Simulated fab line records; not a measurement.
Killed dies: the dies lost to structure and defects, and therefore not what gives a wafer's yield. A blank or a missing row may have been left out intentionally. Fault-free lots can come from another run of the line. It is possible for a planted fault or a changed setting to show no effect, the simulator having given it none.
What tool caused it? + flow sky130 + 13 lots with 39 wafers sampled at 5 steps, on a route of 708 steps

== WHAT THE GAUGES SHOWED, per wafer ==
SKY_PWDE_OVL_MEAS_07.
| lot  | measured    | on         | PWDE_OVL (nm) |
|------|-------------|------------|---------------|
| L554 | day 3 23:22 | overlay-01 | -0.5 1.0 0.5  |
| L557 | day 4 12:23 | overlay-01 | -0.3 1.5 1.2  |
| L558 | day 4 14:56 | overlay-01 | 2.5 0.6 1.6   |
| L559 | day 4 23:59 | overlay-02 | 0.5 1.7 0.2   |
| L560 | day 5 05:35 | overlay-01 | 1.2 1.4 0.2   |
| L561 | day 5 10:50 | overlay-02 | 0.6 -0.9 -0.1 |
| L562 | day 5 15:48 | overlay-01 | 1.7 1.6 1.7   |
| L563 | day 5 22:44 | overlay-02 | 0.2 0.8 0.7   |
| L564 | day 6 07:56 | overlay-02 | -0.2 0.4 1.3  |
| L565 | day 6 09:14 | overlay-02 | 0.6 3.0 1.8   |
| L575 | day 8 17:12 | overlay-02 | 2.2 2.7 1.4   |
| L576 | day 9 00:31 | overlay-02 | 0.0 -0.2 2.2  |
| L577 | day 9 04:53 | overlay-01 | -2.3 -1.0 0.1 |

SKY_NWELL_RS_MEAS_29: measures by four-point-probe.
| lot  | measured     | on            | NWELL_RS (ohm/sq) |
|------|--------------|---------------|-------------------|
| L554 | day 5 10:58  | film metro-03 | 623.8 624.2 625.5 |
| L557 | day 6 00:32  | film metro-04 | 622.5 624.9 626.1 |
| L558 | day 6 03:10  | film metro-04 | 626.6 627.7 627.0 |
| L559 | day 6 14:13  | film metro-03 | 624.0 624.9 626.2 |
| L560 | day 6 19:42  | film metro-04 | 623.6 624.7 623.8 |
| L561 | day 7 01:44  | film metro-02 | 624.2 625.0 625.6 |
| L562 | day 7 06:30  | film metro-02 | 633.7 633.1 634.8 |
| L563 | day 7 14:44  | film metro-02 | 627.4 626.7 626.3 |
| L564 | day 8 00:23  | film metro-02 | 630.9 631.5 630.8 |
| L565 | day 8 01:14  | film metro-02 | 623.9 624.4 624.3 |
| L575 | day 10 15:34 | film metro-02 | 623.1 624.0 623.7 |
| L576 | day 10 22:20 | film metro-03 | 627.4 626.6 627.4 |
| L577 | day 11 03:35 | film metro-03 | 625.3 624.0 623.7 |

SKY_LI_CONTACT_CD_MEAS_12: target cd 170 nm.
| lot  | measured     | on        | cd nm (nm)        |
|------|--------------|-----------|-------------------|
| L554 | day 29 03:56 | cd sem-02 | 171.0 170.9 170.3 |
| L557 | day 30 00:38 | cd sem-01 | 168.8 168.6 169.1 |
| L558 | day 30 15:26 | cd sem-02 | 172.4 171.3 171.9 |
| L559 | day 30 18:44 | cd sem-02 | 172.0 172.1 171.8 |
| L560 | day 31 10:10 | cd sem-01 | 169.3 168.9 170.6 |
| L561 | day 31 13:17 | cd sem-02 | 170.0 170.5 169.7 |
| L562 | day 31 19:57 | cd sem-01 | 169.2 169.6 169.6 |
| L563 | day 32 10:34 | cd sem-02 | 171.7 170.1 171.3 |
| L564 | day 32 19:22 | cd sem-01 | 171.2 169.4 169.2 |
| L565 | day 32 21:13 | cd sem-02 | 171.3 170.5 170.6 |
| L575 | day 36 00:50 | cd sem-01 | 168.3 168.0 168.2 |
| L576 | day 36 07:11 | cd sem-02 | 170.2 170.2 170.4 |
| L577 | day 36 12:56 | cd sem-01 | 169.3 169.6 168.1 |

SKY_LOCAL_INTERCONNECT_OVL_MEAS_12.
| lot  | measured     | on         | LOCAL_INTERCONNECT_OVL (nm) |
|------|--------------|------------|-----------------------------|
| L554 | day 30 08:47 | overlay-02 | -3 -3 -11                   |
| L557 | day 31 05:53 | overlay-01 | -2 2 7                      |
| L558 | day 31 20:11 | overlay-02 | -5 -1 -1                    |
| L559 | day 31 23:40 | overlay-02 | -12 -8 1                    |
| L560 | day 32 14:43 | overlay-01 | 5 6 17                      |
| L561 | day 32 17:25 | overlay-02 | 0 -4 4                      |
| L562 | day 33 00:30 | overlay-01 | 6 5 7                       |
| L563 | day 33 15:16 | overlay-01 | -1 11 3                     |
| L564 | day 34 00:01 | overlay-02 | -4 -2 -3                    |
| L565 | day 34 01:32 | overlay-02 | 2 7 -2                      |
| L575 | day 37 03:50 | overlay-01 | 7 -3 5                      |
| L576 | day 37 10:00 | overlay-02 | -14 -7 -15                  |
| L577 | day 37 17:01 | overlay-02 | -13 -20 -11                 |

== EACH LOT AND THE TOOL THAT RAN IT (in order: tool; ch and the chambers of the sampled wafers; start) ==
| lot  | SKY_NWELL_IMPLANT_13            |
|------|---------------------------------|
| L554 | implanter-01 ch 0, day 4 16:56  |
| L557 | implanter-02 ch 0, day 5 05:34  |
| L558 | implanter-01 ch 0, day 5 08:39  |
| L559 | implanter-02 ch 0, day 5 18:19  |
| L560 | implanter-02 ch 0, day 6 00:50  |
| L561 | implanter-02 ch 0, day 6 05:40  |
| L562 | implanter-02 ch 0, day 6 10:56  |
| L563 | implanter-04 ch 0, day 6 18:31  |
| L564 | implanter-02 ch 0, day 7 03:58  |
| L565 | implanter-04 ch 0, day 7 04:31  |
| L575 | implanter-02 ch 0, day 9 16:40  |
| L576 | implanter-02 ch 0, day 9 22:50  |
| L577 | implanter-04 ch 0, day 10 03:32 |
- SKY_NWELL_IMPLANT_13

== AS READ BY THE TOOLS THEMSELVES (means over the sampled wafers that have a number; for cases with no such wafer, the mark the record gives instead) ==
SKY_NWELL_IMPLANT_13.
| lot  | tool         | dose ions cm2 | faraday current uA |
|------|--------------|---------------|--------------------|
| L554 | implanter-01 | 6.994e+11     | 3.87               |
| L557 | implanter-02 | 6.997e+11     | 3.98               |
| L558 | implanter-01 | 7.005e+11     | 3.93               |
| L559 | implanter-02 | 7.006e+11     | 3.96               |
| L560 | implanter-02 | 7.004e+11     | 3.92               |
| L561 | implanter-02 | 6.996e+11     | 3.92               |
| L562 | implanter-02 | 4.292e+11     | 2.42               |
| L563 | implanter-04 | 7.003e+11     | 3.94               |
| L564 | implanter-02 | 4.282e+11     | 2.42               |
| L565 | implanter-04 | 7.002e+11     | 3.94               |
| L575 | implanter-02 | 6.999e+11     | 3.91               |
| L576 | implanter-02 | 6.993e+11     | 3.87               |
| L577 | implanter-04 | 6.993e+11     | 3.89               |

== THE ANSWER, worked out from the rows above alone ==
Rule: what is usual is taken from the lots themselves. The widest of any qualifying gaps counts: lots, ordered by their means at a reading, are off when they make up no more than a third of the lots, leave a main group of 4 or more, and stand apart from it by 3 or more times the standard deviation of that group's means. A main group whose means are all the same, to the digits that the tables above print for the reading, isn't used. A lot without any number at a reading at which 4 lots or more have one is off too. Where the step has rows for the other lots, those lots are counted as sound. Order of review: gauges by route order, followed by the tools' own readings, for which a lot's mean as printed above is used. At the first step where some lot is off, the reading lying furthest off is the one used; lots without a number count as furthest.
Off: L562, L564, at SKY_NWELL_RS_MEAS_29 (NWELL_RS). The main group has a mean of 625.1 ohm/sq with a standard deviation of 1.2.
If a tool, at a process step before that reading, ran all the lots that are off and no sound lot after the first of them, it fits. Not tried: the gauges at SKY_NWELL_RS_MEAS_29; whatever is off there is also off at SKY_NWELL_IMPLANT_13, on other tools, and gauge error can't account for it. Not one of the candidates tried fits.

== WHAT WAS PUT IN BY THE SIMULATOR ==
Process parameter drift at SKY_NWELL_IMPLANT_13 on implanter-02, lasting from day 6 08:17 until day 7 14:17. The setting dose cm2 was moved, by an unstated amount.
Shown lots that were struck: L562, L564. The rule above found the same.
